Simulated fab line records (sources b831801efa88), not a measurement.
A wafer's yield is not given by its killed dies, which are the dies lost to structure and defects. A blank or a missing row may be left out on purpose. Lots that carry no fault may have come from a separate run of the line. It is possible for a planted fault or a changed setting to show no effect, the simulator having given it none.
What tool caused it?    flow gf180mcu    Sampling: 13 lots, 39 wafers, 4 of 602 route steps

WHAT EACH GAUGE READ, for each wafer
GF_HV_LDD_CD_MEAS_31: the cd target is 400 nm. Usual: cdNm reads 400.2 nm (standard deviation 2.4).
lot   measured      on        cdNm (nm)          flag
L130  day 12 00:04  cdSem-01  401.5 401.4 402.0  
L131  day 12 02:28  cdSem-01  398.4 397.8 397.7  
L132  day 12 14:24  cdSem-01  402.1 399.9 400.8  
L133  day 12 19:32  cdSem-02  404.0 404.0 405.4  
L134  day 12 23:38  cdSem-01  401.0 401.3 402.6  
L135  day 13 01:52  cdSem-02  399.2 399.5 398.1  
L136  day 13 12:13  cdSem-02  399.5 399.6 397.6  
L137  day 13 18:34  cdSem-02  399.4 397.5 399.3  
L138  day 14 05:20  cdSem-01  397.0 397.0 395.9  
L147  day 17 01:14  cdSem-01  431.0 429.4 430.5  OFF
L149  day 17 22:48  cdSem-02  427.9 427.8 425.5  OFF
L152  day 18 19:36  cdSem-01  397.0 396.8 397.2  
L153  day 19 01:47  cdSem-01  401.8 403.2 398.8  

GF_CONTACT_THK_MEAS_01. Usual: CONTACT_CVD_00_THK gives 299.9 nm (standard deviation 2.3).
lot   measured      on            CONTACT_CVD_00_THK (nm)  flag
L130  day 15 17:29  filmMetro-04  301.8 300.2 300.7        
L131  day 15 18:23  filmMetro-01  303.6 299.7 297.2        
L132  day 16 05:58  filmMetro-01  299.2 297.1 301.5        
L133  day 16 13:01  filmMetro-04  299.7 300.7 294.9        
L134  day 16 18:29  filmMetro-01  298.0 300.2 306.3        
L135  day 16 20:19  filmMetro-01  299.6 300.9 297.6        
L136  day 17 08:47  filmMetro-02  303.3 304.6 305.8        
L137  day 17 15:03  filmMetro-01  299.4 303.2 300.1        
L138  day 18 04:26  filmMetro-04  299.8 301.4 301.7        
L147  day 21 08:19  filmMetro-04  298.4 299.8 299.6        
L149  day 22 06:05  filmMetro-01  298.8 299.4 302.4        
L152  day 23 01:02  filmMetro-02  298.1 296.4 298.8        
L153  day 23 08:22  filmMetro-02  297.8 300.5 298.4        

GF_CONTACT_THK_MEAS_03. Usual: CONTACT_CVD_02_THK gives 861 nm (standard deviation 10).
lot   measured      on            CONTACT_CVD_02_THK (nm)  flag
L130  day 15 17:37  filmMetro-04  867 872 866              
L131  day 15 18:31  filmMetro-04  865 859 866              
L132  day 16 06:05  filmMetro-02  842 857 860              
L133  day 16 13:09  filmMetro-01  855 851 879              
L134  day 16 18:37  filmMetro-01  854 867 867              
L135  day 16 20:27  filmMetro-04  855 860 872              
L136  day 17 08:57  filmMetro-02  849 850 860              
L137  day 17 15:11  filmMetro-04  863 856 869              
L138  day 18 04:34  filmMetro-04  868 861 868              
L147  day 21 08:26  filmMetro-04  863 876 868              
L149  day 22 06:13  filmMetro-02  847 849 863              
L152  day 23 01:10  filmMetro-01  839 847 856              
L153  day 23 08:30  filmMetro-01  852 845 853              

WHICH TOOL RAN EACH LOT (tool, then ch and the chambers of the sampled wafers, then the start)
lot   GF_HV_LDD_EXPOSE_28
L130  ilineStepper-02 ch 0, day 11 15:07
L131  ilineStepper-02 ch 0, day 11 17:23
L132  ilineStepper-02 ch 0, day 12 04:24
L133  ilineStepper-01 ch 0, day 12 09:20
L134  ilineStepper-02 ch 0, day 12 14:21
L135  ilineStepper-02 ch 0, day 12 16:08
L136  ilineStepper-01 ch 0, day 13 02:12
L137  ilineStepper-01 ch 0, day 13 08:41
L138  ilineStepper-01 ch 0, day 13 19:32
L147  ilineStepper-02 ch 0, day 16 13:40
L149  ilineStepper-02 ch 0, day 17 11:35
L152  ilineStepper-01 ch 0, day 18 07:49
L153  ilineStepper-01 ch 0, day 18 13:38
- GF_HV_LDD_EXPOSE_28: exposes mask Nplus HV AREA, target cd 400 nm.

AS READ BY THE TOOLS THEMSELVES (means over the sampled wafers that have a number; for cases with no such wafer, the mark the record gives instead)
GF_HV_LDD_EXPOSE_28. Usual: exposureDoseMJCm2 140.03, standard deviation 0.15; focusOffsetNm 0.0 nm, standard deviation 0.58.
lot   tool             exposureDoseMJCm2  focusOffsetNm (nm)  flag
L130  ilineStepper-02  140.25             -0.4                
L131  ilineStepper-02  140.06             -0.3                
L132  ilineStepper-02  140.05             0.2                 
L133  ilineStepper-01  140.08             0.9                 
L134  ilineStepper-02  140.05             -0.2                
L135  ilineStepper-02  139.83             -0.5                
L136  ilineStepper-01  139.93             -0.1                
L137  ilineStepper-01  140.11             -0.1                
L138  ilineStepper-01  139.97             0.5                 
L147  ilineStepper-02  153.44             -0.1                OFF
L149  ilineStepper-02  153.65             -0.2                OFF
L152  ilineStepper-01  140.05             -0.4                
L153  ilineStepper-01  140.10             0.1                 

THE ANSWER, worked out from the rows above alone
Rule: a lot is off if the mean of its wafers that have a number lies more than 3 standard deviations from the usual mean. A lot without any number at a reading at which 4 lots or more have one is off too. The other lots that the step has rows for count as sound. The gauges are gone through in route order, then the tools' own readings, and for those a lot's mean is taken as printed above. The first step at which some lot is off is used, and at that step the reading that is off furthest; a lot without a number counts as furthest.
Off, at GF_HV_LDD_CD_MEAS_31 on cdNm: L147, L149.
A tool fits if, at a process step before that reading, it ran every lot that is off, and no sound lot after the first of them. The gauges at GF_HV_LDD_CD_MEAS_31 aren't tried: what is off there is off at GF_HV_LDD_EXPOSE_28 too, on other tools, and a gauge's error can't cause that. One candidate fits, namely ilineStepper-02 at GF_HV_LDD_EXPOSE_28. A fault onset in the window from L135 (day 12 16:08, its last sound lot) to L147 (day 16 13:40, its first lot off) fits.
On the lots that are off, the tool's own readings at GF_HV_LDD_EXPOSE_28 differ by more than 5 times the standard deviation of the sound lots' means, which bears it out; exposureDoseMJCm2 reads 153.55 there versus 140.04 on the sound lots.

WHAT HAD BEEN PUT IN BY THE SIMULATOR
Process parameters drifting: ilineStepper-02 at GF_HV_LDD_EXPOSE_28, beginning at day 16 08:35. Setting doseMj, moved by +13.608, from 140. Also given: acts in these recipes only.
Shown lots that were struck: L147, L149. The rule above found the same.
